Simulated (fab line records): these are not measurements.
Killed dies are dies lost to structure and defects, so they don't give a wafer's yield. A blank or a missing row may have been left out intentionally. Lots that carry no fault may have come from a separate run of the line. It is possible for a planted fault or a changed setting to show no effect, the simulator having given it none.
Matching of chambers | flow sky130 | SKY_PASSIVATION_CVD_02 on pecvd-03 has 3 sister chambers
The step deposits Si3N4, target thk 540 nm. 6 wafers are shown with their chamber, then 7 later ones without.

## WAFERS, EACH WITH ITS CHAMBER
wafer  | chamber | heater_power_w (W) | rf_fwd_power_W (W)
L185.2 | 1       | 1057               | 448.5
L185.4 | 2       | 752                | 448.5
L189.3 | 1       | 1136               | 449.2
L189.6 | 0       | 866                | 451.2
L191.1 | 0       | 841                | 447.9
L191.2 | 2       | 759                | 447.8

## WAFERS WHOSE CHAMBER IS MISSING
wafer  | heater_power_w (W) | rf_fwd_power_W (W)
L191.6 | 1081               | 449.1
L197.1 | 778                | 448.9
L197.3 | 1112               | 448.0
L197.5 | 633                | 450.4
L203.2 | 792                | 449.8
L203.4 | 1129               | 447.7
L203.5 | 729                | 450.5

## THE CHAMBER EACH PASSED THROUGH
wafer  | from the rows above     | in truth
L191.6 | 1                       | 1
L197.1 | can't be placed: 2 or 0 | 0
L197.3 | 1                       | 1
L197.5 | 2                       | 2
L203.2 | can't be placed: 2 or 0 | 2
L203.4 | 1                       | 1
L203.5 | can't be placed: 2 or 0 | 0
Correct placement for 4 of the 7. From these rows, 3 cannot be placed; in 3 the true chamber is one of the candidates. 0 placed wrongly.
How it was worked out, from the rows above alone: a wafer's distance from a chamber is the root of the sum, over the readings, of the square of ((its reading less the chamber's mean) divided by the reading's scatter). If the next closest chamber is less than 2 further off than the closest, the wafer can't be placed; otherwise it belongs to the closest. A chamber's mean is the mean of its shown wafers. The scatter: the root of (the sum of the squares of (reading less its chamber's mean) over the shown wafers, divided by (wafers less chambers)).
